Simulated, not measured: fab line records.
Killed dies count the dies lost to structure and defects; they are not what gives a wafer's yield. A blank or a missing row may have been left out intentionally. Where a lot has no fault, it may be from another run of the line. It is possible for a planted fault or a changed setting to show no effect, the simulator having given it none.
fab line records | flow sky130 | part 2 of 2: steps 32 to 41 of 41
[record] lots = 5 | wafers = 15 | lastDay = 50
route steps=708 shown CAPM@554 METAL3@555 VIA3@573
lots with no fault: from the same line, run without faults
startH: the number of hours between the record's first day and the start of the first shown wafer of the lot | waitH: hours from the lot's prior step to this one | " unchanged from the row above | L1.1+2: a single row standing in for several wafers | - no value present, or no start provided | * or withheld: withheld | < > ~ a bound
route shown NAME@n: NAME is a module with steps in the file, n the number in the route of the first one | usual: average and standard deviation across the fault-free wafers | same: alike in all rows | chamber/n: place in a boat | sites: per-site readings | _std_site: standard deviation of those values | _edge_site: mean of outer sites minus mean of inner sites | radiusMm: how far each site lies from the wafer's centre | mask NAME#n: copy n | behind: the tool/chamber that last shaped the wafer | hold: the reason the lot was held/the length of the hold in hours/how it ended | device: whichever transistor did not switch (one of n, p or np) | end of line: the route-end tests of the same wafers | a step given without rows: its recipe and nothing more | killed: the dies lost at the first sort to structure and to defects; this is not the yield of the wafer | map: a wafer's dies, marking killed ones x, the rest . and places with no die _
set.NAME: the setting as run; set.NAME@STEP: as run at that earlier step | model.NAME: the simulator's own value behind a step, which no gauge read
certain route steps with their lots: each step a table, each wafer a row
services: the hour from which a tool's chamber was out of use, counted from the record's first day as startH (under 0 if before that day), plus the number of hours and why
[[steps]]
[step SKY_VIA3_CD_MEAS_12]
[recipe] targetCdNm = 200
[usual] cdNm = 199.9/1.5
lot.wafer | tool     | chamber | startH  | waitH | cdNm
L082.2    | cdSem-02 | -       | 994.43  | -     | 201.1
L082.5    | "        | -       | "       | "     | 201.3
L082.6    | "        | -       | "       | "     | 201.2
L086.2    | cdSem-02 | -       | 1021.85 | -     | 201.3
L086.5    | "        | -       | "       | "     | 201.7
L086.6    | "        | -       | "       | "     | 200.7
L091.1    | cdSem-02 | -       | 1050.93 | -     | 198.1
L091.4    | "        | -       | "       | "     | 197.6
L091.5    | "        | -       | "       | "     | 197.7
L095.1    | cdSem-02 | -       | 1073.13 | -     | 199.0
L095.3    | "        | -       | "       | "     | 199.8
L095.6    | "        | -       | "       | "     | 199.9
L097.2    | cdSem-02 | -       | 1079.18 | -     | 200.3
L097.3    | "        | -       | "       | "     | 201.5
L097.5    | "        | -       | "       | "     | 202.7
[step SKY_VIA3_OVL_MEAS_13]
[usual] VIA3_OVL = -1/5.1
lot.wafer | tool       | chamber | startH  | waitH | VIA3_OVL[nm]
L082.2    | overlay-01 | -       | 994.53  | 0.1   | -4
L082.5    | "          | -       | "       | "     | -7
L082.6    | "          | -       | "       | "     | -4
L086.2    | overlay-02 | -       | 1021.96 | 0.1   | 4
L086.5    | "          | -       | "       | "     | -1
L086.6    | "          | -       | "       | "     | 5
L091.1    | overlay-01 | -       | 1051.05 | 0.1   | 3
L091.4    | "          | -       | "       | "     | 3
L091.5    | "          | -       | "       | "     | -2
L095.1    | overlay-02 | -       | 1073.25 | 0.1   | 9
L095.3    | "          | -       | "       | "     | 6
L095.6    | "          | -       | "       | "     | 3
L097.2    | overlay-02 | -       | 1079.28 | 0.1   | -5
L097.3    | "          | -       | "       | "     | -3
L097.5    | "          | -       | "       | "     | -4
[step SKY_VIA3_ETCH_14]
[recipe] chemistry = N2/H2 | target = BARC | ionEnergyEv = 200 | sourceW = 500 | biasW = 100 | pressureMtorr = 30 | n2FlowSccm = 100 | h2FlowSccm = 200 | stopOn = SiO2 | timeS = 45.9 | targetDepthA = 600
[usual] drypumpMotorCurrentA = 5.9/0.35 | oesProductAu = 0.854/0.0047 | throttleValvePct = 13.224/0.0095
lot.wafer | tool       | chamber | startH  | waitH | drypumpMotorCurrentA | oesProductAu | rfHoursCounterH | throttleValvePct
L082.2    | rieDiel-02 | 1       | 994.56  | 0.0   | 6.4                  | 0.854        | 7               | 13.222
L082.5    | "          | 0       | "       | "     | 5.3                  | 0.858        | -               | 13.225
L082.6    | "          | 3       | "       | "     | 6.0                  | 0.858        | -               | 13.227
L086.2    | rieDiel-03 | 1       | 1021.99 | 0.0   | 6.2                  | 0.843        | 23              | 13.232
L086.5    | "          | 2       | "       | "     | 5.9                  | 0.854        | -               | 13.220
L086.6    | "          | 1       | "       | "     | 6.3                  | 0.855        | -               | 13.232
L091.1    | rieDiel-02 | 1       | 1051.09 | 0.0   | 6.3                  | 0.850        | 9               | 13.211
L091.4    | "          | 2       | "       | "     | 6.5                  | 0.857        | 28              | 13.212
L091.5    | "          | 1       | "       | "     | 6.3                  | 0.852        | -               | 13.227
L095.1    | rieDiel-01 | 1       | 1073.29 | 0.0   | 6.0                  | 0.844        | 31              | 13.228
L095.3    | "          | 0       | "       | "     | 6.0                  | 0.855        | 13              | 13.235
L095.6    | "          | 1       | "       | "     | 6.0                  | 0.849        | -               | 13.218
L097.2    | rieDiel-02 | 1       | 1079.31 | 0.0   | 6.4                  | 0.856        | 10              | 13.202
L097.3    | "          | 2       | "       | "     | 6.5                  | 0.857        | 29              | 13.221
L097.5    | "          | 0       | "       | "     | 5.2                  | 0.852        | -               | 13.207
[step SKY_VIA3_ETCH_15]
[recipe] target = SiO2 | chemistry = C4F8/O2/Ar | targetDepthNm = 507 | stopOn = TiN | maskMaterial = KrF-thick | sourceW = 1500 | biasW = 1200 | pressureMtorr = 40 | c4f8FlowSccm = withheld | O2_flow_sccm = 6 | Ar_flow_sccm = 300 | timeS = 78
[usual] oesProductAu = 0.945/0.0049
lot.wafer | tool       | chamber | startH  | waitH | oesProductAu | rfHoursCounterH
L082.2    | rieDiel-02 | 1       | 994.61  | 0.0   | 0.945        | 7
L082.5    | "          | 0       | "       | "     | 0.938        | -
L082.6    | "          | 3       | "       | "     | 0.938        | -
L086.2    | rieDiel-03 | 1       | 1022.03 | 0.0   | 0.949        | 23
L086.5    | "          | 2       | "       | "     | 0.939        | -
L086.6    | "          | 1       | "       | "     | 0.948        | -
L091.1    | rieDiel-02 | 1       | 1051.13 | 0.0   | 0.949        | 9
L091.4    | "          | 2       | "       | "     | 0.949        | 28
L091.5    | "          | 1       | "       | "     | 0.941        | -
L095.1    | rieDiel-01 | 1       | 1073.33 | 0.0   | 0.950        | 31
L095.3    | "          | 0       | "       | "     | 0.945        | 13
L095.6    | "          | 1       | "       | "     | 0.942        | -
L097.2    | rieDiel-02 | 1       | 1079.36 | 0.0   | 0.941        | 10
L097.3    | "          | 2       | "       | "     | 0.950        | 29
L097.5    | "          | 0       | "       | "     | 0.952        | -
[step SKY_VIA3_STRIP_16]
[recipe] chemistry = O2/N2 | powerW = 1400 | pressureMtorr = 1500 | platenTempC = withheld | o2FlowSccm = 3000 | n2FlowSccm = 300 | overashFraction = 0.5
[usual] drypumpMotorCurrentA = 5.32/0.15 | oesProductAu = 0.402/0.0055 | stripTimeToEndpointS = 4.13/0.039
lot.wafer | tool           | chamber | startH  | waitH | drypumpMotorCurrentA | oesProductAu | rfHoursCounterH | stripTimeToEndpointS
L082.2    | plasmaAsher-04 | 0       | 994.67  | 0.0   | 5.18                 | 0.396        | 111             | 4.14
L082.5    | "              | 0       | "       | "     | 5.20                 | 0.399        | -               | 4.11
L082.6    | "              | 1       | "       | "     | 5.19                 | 0.407        | -               | 4.11
L086.2    | plasmaAsher-01 | 0       | 1022.09 | 0.0   | 5.27                 | 0.393        | 57              | 4.12
L086.5    | "              | 0       | "       | "     | 5.25                 | 0.407        | -               | 4.17
L086.6    | "              | 1       | "       | "     | 5.33                 | 0.396        | -               | 4.13
L091.1    | plasmaAsher-02 | 1       | 1051.19 | 0.0   | 5.40                 | 0.404        | 31              | 4.11
L091.4    | "              | 0       | "       | "     | 5.71                 | 0.395        | -               | 4.17
L091.5    | "              | 0       | "       | "     | 5.70                 | 0.399        | -               | 4.13
L095.1    | plasmaAsher-04 | 0       | 1073.39 | 0.0   | 5.22                 | 0.405        | 1               | 4.13
L095.3    | "              | 0       | "       | "     | 5.21                 | 0.402        | -               | 4.10
L095.6    | "              | 0       | "       | "     | 5.20                 | 0.407        | -               | 4.12
L097.2    | plasmaAsher-02 | 1       | 1079.42 | 0.0   | 5.37                 | 0.399        | 35              | 4.11
L097.3    | "              | 0       | "       | "     | 5.72                 | 0.406        | -               | 4.15
L097.5    | "              | 1       | "       | "     | 5.37                 | 0.396        | -               | 4.12
[step SKY_VIA3_STRIP_17]
[recipe] chemistry = postEtchResidueRemover | timeS = 1200 | tempC = 72.5
lot.wafer  | tool        | chamber | startH  | waitH
L082.2+5+6 | wetBench-03 | 3       | 994.77  | 0.1
L086.2+5+6 | wetBench-01 | 3       | 1022.21 | 0.1
L091.1+4+5 | wetBench-01 | 2       | 1051.29 | 0.1
L095.1+3+6 | wetBench-03 | 0       | 1073.49 | 0.1
L097.2+3+5 | wetBench-01 | 1       | 1079.52 | 0.1
[step SKY_VIA3_CLEAN_18]
[recipe] chemistry = IPA | timeS = 180 | tempC = 25
lot.wafer  | tool        | chamber | startH  | waitH
L082.2+5+6 | wetBench-04 | 1       | 995.11  | 0.0
L086.2+5+6 | wetBench-04 | 1       | 1022.56 | 0.0
L091.1+4+5 | wetBench-03 | 2       | 1051.66 | 0.0
L095.1+3+6 | wetBench-04 | 1       | 1073.83 | 0.0
L097.2+3+5 | wetBench-01 | 2       | 1079.89 | 0.0
[step SKY_VIA3_CLEAN_19]
[recipe] chemistry = O3/DIW | dry = n2Spin
lot.wafer  | tool        | chamber | startH  | waitH
L082.2+5+6 | wetBench-03 | 3       | 995.17  | 0.0
L086.2+5+6 | wetBench-01 | 1       | 1022.61 | 0.0
L091.1+4+5 | wetBench-01 | 2       | 1051.72 | 0.0
L095.1+3+6 | wetBench-03 | 0       | 1073.89 | 0.0
L097.2+3+5 | wetBench-01 | 2       | 1079.95 | 0.0
[step SKY_VIA3_SPUTTER_20]
[recipe] material = TiN | targetThkNm = 20 | chamberPressurePa = 5 | powerW = 4000 | timeS = 80
[usual] throttleValvePct = 29.9/0.99
lot.wafer | tool          | chamber | startH  | waitH | throttleValvePct
L082.2    | pvdSputter-01 | -       | 995.26  | 0.0   | 31.4
L082.5    | "             | -       | "       | "     | 31.7
L082.6    | "             | -       | "       | "     | 29.9
L086.2    | pvdSputter-02 | -       | 1022.71 | 0.0   | 29.0
L086.5    | "             | -       | "       | "     | 31.1
L086.6    | "             | -       | "       | "     | 29.8
L091.1    | pvdSputter-02 | -       | 1051.82 | 0.0   | 28.9
L091.4    | "             | -       | "       | "     | 29.7
L091.5    | "             | -       | "       | "     | 29.4
L095.1    | pvdSputter-01 | -       | 1073.98 | 0.0   | 31.5
L095.3    | "             | -       | "       | "     | 29.9
L095.6    | "             | -       | "       | "     | 30.0
L097.2    | pvdSputter-02 | -       | 1080.05 | 0.0   | 28.8
L097.3    | "             | -       | "       | "     | 30.9
L097.5    | "             | -       | "       | "     | 31.0
[step SKY_VIA3_CVD_21]
[recipe] material = W | targetThkNm = 390 | timeS = 117.31 | tempC = 400 | pressureTorr = 40
[usual] heaterPowerW = 790/55
lot.wafer | tool    | chamber | startH  | waitH | heaterPowerW | sinceWetCleanH
L082.2    | cvdW-01 | 0       | 995.32  | 0.0   | 790          | 77
L082.5    | "       | 0       | "       | "     | 790          | -
L082.6    | "       | 1       | "       | "     | 805          | -
L086.2    | cvdW-01 | 1       | 1022.77 | 0.0   | 810          | 105
L086.5    | "       | 0       | "       | "     | 803          | -
L086.6    | "       | 1       | "       | "     | 795          | -
L091.1    | cvdW-01 | 0       | 1051.88 | 0.0   | 802          | 134
L091.4    | "       | 0       | "       | "     | 797          | -
L091.5    | "       | 1       | "       | "     | 797          | -
L095.1    | cvdW-01 | 1       | 1074.05 | 0.0   | 824          | 156
L095.3    | "       | 1       | "       | "     | 828          | -
L095.6    | "       | 1       | "       | "     | 832          | -
L097.2    | cvdW-02 | 0       | 1080.11 | 0.0   | 698          | 674
L097.3    | "       | 1       | "       | "     | 861          | -
L097.5    | "       | 1       | "       | "     | 859          | -
[[services]]
tool           | chamber | startH  | hours | kind
rieDiel-02     | 2       | 923.05  | 2.4   | repair
krfScanner-02  | -       | 930.66  | 3.8   | repair
cmp-01         | -       | 940.20  | 3.5   | repair
rieDiel-02     | 2       | 942.38  | 8.4   | repair
krfScanner-02  | -       | 949.30  | 0.8   | pm
cmp-01         | -       | 949.87  | 6.5   | repair
krfScanner-02  | -       | 963.77  | 1.0   | pm
krfScanner-02  | -       | 994.60  | 0.8   | pm
rieDiel-03     | 0       | 995.95  | 4.9   | repair
krfScanner-01  | -       | 1004.55 | 1.1   | repair
krfScanner-01  | -       | 1020.33 | 0.8   | pm
rieMetal-04    | -       | 1026.06 | 14.6  | pm
krfScanner-02  | -       | 1034.29 | 1.3   | pm
krfScanner-01  | -       | 1042.28 | 11.6  | pm
rieDiel-03     | -       | 1048.06 | 0.2   | repair
rieDiel-03     | 2       | 1049.44 | 4.6   | repair
krfScanner-01  | -       | 1053.83 | 1.3   | pm
plasmaAsher-04 | -       | 1055.25 | 9.0   | pm
krfScanner-02  | -       | 1059.70 | 0.5   | repair
krfScanner-02  | -       | 1062.91 | 5.5   | repair
rieMetal-03    | 1       | 1069.04 | 39.7  | repair
rieMetal-03    | 0       | 1072.15 | 2.1   | repair
krfScanner-01  | -       | 1074.20 | 1.0   | pm
krfScanner-02  | -       | 1077.15 | 4.0   | pm
